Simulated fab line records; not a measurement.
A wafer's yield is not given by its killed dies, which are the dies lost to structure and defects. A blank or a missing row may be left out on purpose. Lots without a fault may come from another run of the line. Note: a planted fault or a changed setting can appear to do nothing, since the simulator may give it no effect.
Matching of chambers -- flow gf180mcu -- GF_V4_CMP_04 on cmp-02: 4 sister chambers
The step polishes SiO2. 22 wafers are shown with their chamber, then 11 later ones without.

== WAFERS WITH THEIR CHAMBER ==
wafer,chamber,motor current A (A),retaining ring pressure frac,time to endpoint s (s)
L077.1,1,12.7,1.003,85
L077.2,0,12.1,0.993,84
L077.6,2,11.5,1.002,98
L081.3,0,12.3,1.010,85
L081.5,2,10.8,1.009,87
L081.6,3,12.4,0.998,85
L083.3,3,12.3,0.997,81
L083.4,0,12.7,1.003,91
L083.5,3,13.1,0.996,82
L084.3,2,10.8,1.009,88
L084.4,1,13.2,0.995,82
L084.6,2,11.3,1.013,84
L085.1,2,11.2,1.003,89
L085.5,3,12.0,0.999,82
L085.6,2,10.9,1.005,92
L086.1,0,12.1,0.997,81
L086.4,1,12.2,0.990,87
L086.6,2,11.7,0.993,84
L087.1,2,11.3,1.004,85
L087.3,3,13.1,1.002,84
L087.6,3,13.2,1.012,83
L089.3,2,11.0,1.006,75

SIGNATURES, as means of the wafers listed above
reading,chamber 0,chamber 1,chamber 2,chamber 3,scatter within a chamber
motor current A,12.300,12.700,11.167,12.683,0.398
retaining ring pressure frac,1.00075,0.99600,1.00489,1.00067,0.00615
time to endpoint s,85.25,84.67,86.89,82.83,4.67
Rule: a wafer lies at a distance from a chamber equal to the root of the sum of squares, over the readings, of (its reading less the chamber's mean, divided by the reading's scatter). If the next closest chamber is less than 2 further off than the closest, the wafer can't be placed; otherwise it belongs to the closest. How the scatter is found: for the shown wafers, subtract from each reading the mean of its chamber, square and add these, divide the total by (wafers less chambers), then take the root.

== WAFERS WITHOUT THEIR CHAMBER ==
wafer,motor current A (A),retaining ring pressure frac,time to endpoint s (s)
L089.4,13.8,0.992,77
L089.5,12.6,1.001,87
L091.2,12.8,0.995,83
L091.3,11.5,0.997,84
L091.6,12.5,1.007,81
L092.2,11.0,0.996,86
L092.3,12.5,1.008,73
L092.4,12.1,1.000,93
L094.4,12.3,1.002,88
L094.5,12.5,1.000,84
L094.6,13.3,0.997,86

== THE CHAMBER EACH PASSED THROUGH ==
wafer,from the rows above,in truth
L089.4,can't be placed: 1 or 3 or 0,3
L089.5,can't be placed: 0 or 3 or 1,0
L091.2,can't be placed: 1 or 3 or 0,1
L091.3,can't be placed: 2 or 0 or 1 or 3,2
L091.6,can't be placed: 3 or 0 or 1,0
L092.2,can't be placed: 2 or 0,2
L092.3,can't be placed: 3 or 0 or 1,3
L092.4,can't be placed: 0 or 1 or 3 or 2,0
L094.4,can't be placed: 0 or 3 or 1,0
L094.5,can't be placed: 3 or 0 or 1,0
L094.6,can't be placed: 1 or 3 or 0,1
Placed correctly: 0 of 11. Can't be placed from these rows: 11 (the true chamber is among the candidates in 11). 0 placed wrongly.
